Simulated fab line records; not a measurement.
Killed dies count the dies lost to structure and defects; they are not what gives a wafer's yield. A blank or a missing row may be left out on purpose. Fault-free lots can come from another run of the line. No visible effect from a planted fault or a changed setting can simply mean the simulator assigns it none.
fab line records | flow sky130
record: lots: 12 wafers: 34 lastDay: 50
route steps=708 shown VT_ADJUST_PCH@153 SONOS_TUNNEL@166 SD_P@327 LI_CONTACT@362
lots that met no fault: taken from a fault-free run of the same line
startH: the number of hours between the record's first day and the start of the first shown wafer of the lot | waitH: hours from the lot's prior step to this one | " repeats the value in the row above | L1.1+2: a row that stands for several wafers | - either no value or no given start | * or withheld: withheld | < > ~ a bound
route shown NAME@n: NAME is a module with steps in the file, n the number in the route of the first one | usual: the fault-free wafers' mean and standard deviation | same: alike in all rows | chamber/n: place in a boat | sites: per-site readings | _std_site: the standard deviation of these | _edge_site: mean of outer sites minus mean of inner sites | radiusMm: how far each site lies from the wafer's centre | mask NAME#n: copy n | behind: the most recent tool/chamber to have shaped the wafer | hold: the reason the lot was held/the length of the hold in hours/how it ended | device: names the non-switching transistor (n, p or np) | end of line: the tests these same wafers got at the end of their route | a step given without rows: its recipe and nothing more | killed: not the wafer's yield, but the dies lost to structure and defects at the first sort | map: a wafer's dies, x killed, . not, _ none there
set.NAME: setting as actually run; set.NAME@STEP: the setting as run at that earlier step | model.NAME: the simulator's own value behind a step, which no gauge read
a sample of lots followed through the steps of the route, with each step as a table and each wafer as a row
services: a tool's chamber out of use, with start hour (startH, from the record's first day; less than 0 if before it), hours out, and reason
== steps ==
step: SKY_VT_ADJUST_PCH_TW_MEAS_10
usual: VT_ADJUST_PCH_TW: 142.3/1
columns lot.wafer tool chamber startH waitH VT_ADJUST_PCH_TW
L927.2 filmMetro-03 - 222.64 0.1 142.4
L927.3 " - " " 141.8
L927.6 " - " " 142.8
L928.3 filmMetro-01 - 230.44 0.1 143.1
L928.4 " - " " 143.2
L928.5 " - " " 143.6
L932.1 filmMetro-03 - 263.13 0.1 142.1
L932.3 " - " " 141.8
L932.6 " - " " 141.7
L934.1 filmMetro-01 - 284.37 0.1 143.6
L934.4 " - " " 143.0
L934.6 " - " " 143.4
L935.2 filmMetro-03 - 286.07 0.1 141.9
L935.3 " - " " 142.4
L935.4 " - " " 142.1
L937.1 filmMetro-01 - 302.66 0.1 143.0
L937.6 " - " " 142.5
L938.1 filmMetro-03 - 309.07 0.1 141.3
L938.3 " - " " 140.4
L939.1 filmMetro-03 - 334.47 0.1 141.2
L939.3 " - " " 141.6
L939.5 " - " " 141.9
L945.1 filmMetro-02 - 390.02 0.1 141.2
L945.5 " - " " 140.8
L945.6 " - " " 141.2
L946.1 filmMetro-03 - 403.56 0.1 141.1
L946.2 " - " " 141.1
L946.3 " - " " 141.5
L949.1 filmMetro-01 - 423.78 0.1 142.5
L949.3 " - " " 141.8
L949.6 " - " " 141.5
L948.3 filmMetro-02 - 425.54 0.1 141.2
L948.4 " - " " 141.5
L948.5 " - " " 141.1
step: SKY_SONOS_TUNNEL_TW_MEAS_12
usual: SONOS_TUNNEL_TW: 196.5/1.4
columns lot.wafer tool chamber startH waitH SONOS_TUNNEL_TW
L927.2 filmMetro-04 - 246.46 0.0 195.0
L927.3 " - " " 195.3
L927.6 " - " " 195.9
L928.3 filmMetro-04 - 253.72 0.0 196.6
L928.4 " - " " 196.9
L928.5 " - " " 196.3
L932.1 filmMetro-04 - 287.85 0.0 196.4
L932.3 " - " " 197.3
L932.6 " - " " 196.5
L934.1 filmMetro-03 - 311.09 0.0 195.0
L934.4 " - " " 195.0
L934.6 " - " " 195.6
L935.2 filmMetro-03 - 312.87 0.0 196.0
L935.3 " - " " 195.8
L935.4 " - " " 196.2
L937.1 filmMetro-03 - 328.40 0.0 195.4
L937.6 " - " " 196.7
L938.1 filmMetro-04 - 335.75 0.0 197.8
L938.3 " - " " 198.0
L939.1 filmMetro-03 - 362.77 0.0 194.8
L939.3 " - " " 196.8
L939.5 " - " " 195.2
L945.1 filmMetro-03 - 420.72 0.0 195.7
L945.5 " - " " 195.9
L945.6 " - " " 194.6
L946.1 filmMetro-03 - 434.30 0.0 194.7
L946.2 " - " " 194.1
L946.3 " - " " 194.3
L949.1 filmMetro-03 - 454.56 0.0 193.4
L949.3 " - " " 195.1
L949.6 " - " " 194.3
L948.3 filmMetro-01 - 456.54 0.0 197.6
L948.4 " - " " 198.6
L948.5 " - " " 199.2
step: SKY_SD_P_CD_MEAS_07
recipe: targetCdNm: 380
usual: cdNm: 380.1/2.1
columns lot.wafer tool chamber startH waitH cdNm
L927.2 cdSem-02 - 582.16 0.1 380.9
L927.3 " - " " 380.4
L927.6 " - " " 380.3
L928.3 cdSem-02 - 587.28 0.1 380.1
L928.4 " - " " 379.3
L928.5 " - " " 382.7
L932.1 cdSem-02 - 626.00 0.2 379.9
L932.3 " - " " 381.4
L932.6 " - " " 380.4
L934.1 cdSem-01 - 650.69 0.1 381.7
L934.4 " - " " 381.7
L934.6 " - " " 380.8
L935.2 cdSem-02 - 656.79 0.1 378.8
L935.3 " - " " 376.4
L935.4 " - " " 374.8
L937.1 cdSem-01 - 674.72 0.1 381.8
L937.6 " - " " 384.2
L938.1 cdSem-01 - 678.95 0.2 380.9
L938.3 " - " " 382.6
L939.1 cdSem-01 - 704.77 0.1 381.7
L939.3 " - " " 381.3
L939.5 " - " " 382.6
L945.1 cdSem-01 - 762.62 0.1 376.9
L945.5 " - " " 378.8
L945.6 " - " " 379.3
L946.1 cdSem-01 - 782.64 0.1 376.3
L946.2 " - " " 379.0
L946.3 " - " " 377.7
L949.1 cdSem-02 - 785.24 0.1 377.0
L949.3 " - " " 377.4
L949.6 " - " " 380.0
L948.3 cdSem-02 - 790.02 0.1 377.1
L948.4 " - " " 378.3
L948.5 " - " " 376.9
step: SKY_LI_CONTACT_HDPCVD_00
recipe: material: PSG targetThkNm: 930 sigmaOpenFrac: 0.3 timeS: 155 tempC: 600 sih4FlowSccm: 60 pressureMtorr: 6
columns lot.wafer tool chamber startH waitH
L927.2+3+6 hdpcvd-01 1,0,0 641.35 0.0
L928.3+4+5 hdpcvd-02 1,0,2 646.49 0.0
L932.1+3+6 hdpcvd-01 1,2,0 683.15 0.0
L934.1+4+6 hdpcvd-02 0,0,1 707.99 0.0
L935.2+3+4 hdpcvd-01 0,1,2 713.42 0.0
L937.1+6 hdpcvd-01 0,1 731.25 0.0
L938.1+3 hdpcvd-01 0,2 735.11 0.0
L939.1+3+5 hdpcvd-01 0,2,2 761.50 0.0
L945.1+5+6 hdpcvd-02 1,2,1 816.84 0.0
L946.1+2+3 hdpcvd-01 1,2,0 836.85 0.0
L949.1+3+6 hdpcvd-01 2,1,1 838.79 0.0
L948.3+4+5 hdpcvd-02 0,2,0 843.25 0.0
step: SKY_LI_CONTACT_THK_MEAS_01
recipe: reads: PSG_of_LI_CONTACT_HDPCVD_00
usual: LI_CONTACT_HDPCVD_THK: 926/10
columns lot.wafer tool chamber startH waitH LI_CONTACT_HDPCVD_THK[nm]
L927.2 filmMetro-01 - 641.46 0.1 948
L927.3 " - " " 928
L927.6 " - " " 932
L928.3 filmMetro-03 - 646.61 0.1 915
L928.4 " - " " 917
L928.5 " - " " 934
L932.1 filmMetro-01 - 683.25 0.1 914
L932.3 " - " " 930
L932.6 " - " " 920
L934.1 filmMetro-01 - 708.09 0.1 940
L934.4 " - " " 938
L934.6 " - " " 923
L935.2 filmMetro-03 - 713.54 0.1 914
L935.3 " - " " 918
L935.4 " - " " 943
L937.1 filmMetro-03 - 731.35 0.1 425
L937.6 " - " " 915
L938.1 filmMetro-02 - 735.21 0.1 432
L938.3 " - " " 450
L939.1 filmMetro-03 - 761.60 0.1 448
L939.3 " - " " 454
L939.5 " - " " 947
L945.1 filmMetro-03 - 816.94 0.1 929
L945.5 " - " " 934
L945.6 " - " " 913
L946.1 filmMetro-03 - 836.95 0.1 946
L946.2 " - " " 923
L946.3 " - " " 924
L949.1 filmMetro-01 - 838.89 0.1 946
L949.3 " - " " 942
L949.6 " - " " 934
L948.3 filmMetro-02 - 843.37 0.1 921
L948.4 " - " " 926
L948.5 " - " " 916
step: SKY_LI_CONTACT_CMP_02
recipe: material: PSG downForcePsi: 4 platenRpm: 60 padVelocityMS: 0.94248
usual: edgeZonePressureFrac: 1.000/0.0048 motorCurrentA: 12.8/0.83 retainingRingPressureFrac: 1.000/0.0048 timeToEndpointS: 31.9/2.9
columns lot.wafer tool chamber startH waitH edgeZonePressureFrac motorCurrentA retainingRingPressureFrac timeToEndpointS
L927.3 cmp-01 0 641.56 0.1 1.000 11.7 1.003 35.0
L927.2 " 1 " " 0.993 12.2 1.000 36.6
L927.6 " 3 " " 1.007 11.9 1.003 33.8
L928.3 cmp-01 1 646.65 0.0 1.003 13.2 1.009 32.0
L928.4 " 0 " " 1.002 12.0 1.001 31.5
L928.5 " 1 " " 0.999 11.6 1.005 33.9
L932.3 cmp-02 2 683.36 0.1 1.006 14.4 1.000 29.3
L932.1 " 0 " " 1.002 13.4 1.003 31.2
L932.6 " 2 " " 1.006 14.8 0.998 29.3
L934.1 cmp-01 1 708.15 0.1 1.000 12.4 1.001 36.9
L934.4 " 2 " " 1.001 13.3 0.997 33.4
L934.6 " 1 " " 1.001 13.3 1.001 32.6
L935.4 cmp-02 0 713.59 0.0 0.997 13.0 1.004 34.1
L935.2 " 1 " " 0.997 12.5 1.000 31.3
L935.3 " 3 " " 1.003 11.4 0.998 26.0
L937.1 cmp-02 3 731.56 0.2 0.995 11.8 1.001 11.3
L937.6 " 1 " " 1.002 12.5 1.001 32.9
L938.3 cmp-02 1 735.27 0.0 0.991 12.3 0.995 20.7
L938.1 " 0 " " 0.993 13.6 1.006 16.8
L939.3 cmp-01 3 761.66 0.0 1.000 12.8 1.001 14.1
L939.1 " 0 " " 1.002 12.8 1.003 14.9
L939.5 " 3 " " 0.996 12.5 1.000 33.1
L945.1 cmp-01 0 817.15 0.2 0.993 12.6 1.008 29.2
L945.5 " 1 " " 1.001 12.4 1.002 32.1
L945.6 " 2 " " 0.998 13.4 0.990 29.6
L946.2 cmp-01 1 837.01 0.0 1.000 11.6 0.998 32.3
L946.1 " 2 " " 0.994 14.0 1.001 33.6
L946.3 " 0 " " 0.991 11.9 1.000 32.4
L949.1 cmp-02 2 838.95 0.1 1.001 14.6 0.994 32.0
L949.3 " 0 " " 0.995 12.8 1.013 30.6
L949.6 " 3 " " 1.005 11.9 1.000 29.3
L948.3 cmp-02 0 843.51 0.1 0.997 13.3 0.995 31.0
L948.4 " 1 " " 0.997 12.2 1.001 34.4
L948.5 " 2 " " 1.001 13.8 1.004 31.7
step: SKY_LI_CONTACT_ETCH_15
recipe: target: PSG chemistry: C4F8/O2/Ar stopOn: Si taperDeg: 4.15 maskMaterial: KrF-thick sourceW: 1500 biasW: 1200 pressureMtorr: 40 c4f8FlowSccm: withheld O2_flow_sccm: 6 Ar_flow_sccm: 300 timeS: withheld targetDepthA: 6000
usual: oesProductAu: 0.837/0.0049
columns lot.wafer tool chamber startH waitH oesProductAu
L927.2 rieDiel-04 2 669.90 0.0 0.839
L927.3 " 0 " " 0.839
L927.6 " 3 " " 0.834
L928.3 rieDiel-02 2 675.36 0.0 0.831
L928.4 " 2 " " 0.835
L928.5 " 1 " " 0.841
L932.1 rieDiel-03 3 711.43 0.0 0.841
L932.3 " 1 " " 0.837
L932.6 " 1 " " 0.830
L934.1 rieDiel-02 3 736.03 0.0 0.832
L934.4 " 2 " " 0.839
L934.6 " 0 " " 0.833
L935.2 rieDiel-03 1 741.12 0.0 0.851
L935.3 " 0 " " 0.836
L935.4 " 2 " " 0.847
L937.1 rieDiel-02 3 758.79 0.0 0.700
L937.6 " 3 " " 0.834
L938.1 rieDiel-03 0 762.68 0.0 0.704
L938.3 " 2 " " 0.726
L939.1 rieDiel-02 3 788.98 0.0 0.723
L939.3 " 0 " " 0.725
L939.5 " 3 " " 0.834
L945.1 rieDiel-03 0 843.69 0.0 0.834
L945.5 " 2 " " 0.833
L945.6 " 3 " " 0.830
L946.1 rieDiel-03 3 862.67 0.0 0.845
L946.2 " 2 " " 0.848
L946.3 " 1 " " 0.835
L949.1 rieDiel-04 1 865.63 0.0 0.827
L949.3 " 2 " " 0.846
L949.6 " 2 " " 0.837
L948.3 rieDiel-04 3 870.58 0.0 0.844
L948.4 " 0 " " 0.840
L948.5 " 1 " " 0.833
== services ==
columns tool chamber startH hours kind
cmp-01 - 630.69 4.0 repair
rieDiel-02 3 635.37 51.3 repair
hdpcvd-01 - 635.70 3.4 repair
cmp-02 - 635.96 1.0 repair
cmp-02 - 637.26 1.3 repair
hdpcvd-01 - 650.75 15.0 pm
hdpcvd-01 0 650.75 15.0 ventCycle
hdpcvd-01 1 650.75 15.0 ventCycle
rieDiel-02 0 659.57 2.4 repair
cmp-01 - 680.11 12.6 repair
hdpcvd-01 - 685.05 3.0 repair
cmp-01 - 685.59 0.2 repair
rieDiel-04 1 686.60 4.1 repair
rieDiel-03 0 721.03 12.7 repair
cmp-01 - 733.99 2.2 repair
cmp-02 - 744.00 4.0 pm
rieDiel-04 - 745.67 20.2 repair
cmp-02 - 749.00 7.6 pm
rieDiel-02 1 750.10 4.9 repair
rieDiel-02 0 754.43 8.0 repair
cmp-02 - 765.43 1.1 repair
rieDiel-02 1 777.67 10.7 repair
rieDiel-02 1 826.66 7.3 repair
cmp-01 - 840.13 5.9 pm
== key ==
firstSign: step: SKY_LI_CONTACT_THK_MEAS_01 reading: LI_CONTACT_HDPCVD_THK direction: down sigmas: 46 usual: 926 struck: 442
effect: step: SKY_LI_CONTACT_CMP_02 reading: timeToEndpointS direction: down sigmas: 5.7 usual: * struck: *
effect: step: SKY_LI_CONTACT_ETCH_15 reading: oesProductAu direction: down sigmas: 25 usual: 0.837 struck: 0.716
metAt SKY_LI_CONTACT_HDPCVD_00
struckLots L937,L938,L939
struckWafers L937.1,L938.1,L938.3,L939.1,L939.3
testerLeftOut L937,L938,L939
notActingAt SKY_VT_ADJUST_PCH_TW_MEAS_10,SKY_SONOS_TUNNEL_TW_MEAS_12,SKY_SD_P_CD_MEAS_07
onsetBetween 713.42 731.25
fault: kind: processParameterDrift tool: hdpcvd-01 chamber: - onsetH: 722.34 steps: SKY_LI_CONTACT_HDPCVD_00 channel: targetThkNm offset: -491.85 shape: step endH: 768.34 scope: struckWafersOnly actsIn: theseRecipesOnly stated: 930
testerLeftOut: of these lots the tester's yield and bins aren't shown, on N5 and GAA mostly nor the transistor test; their killed dies are dies lost to structure and defects alone, not to doping, threshold or leakage, so they don't give the yield
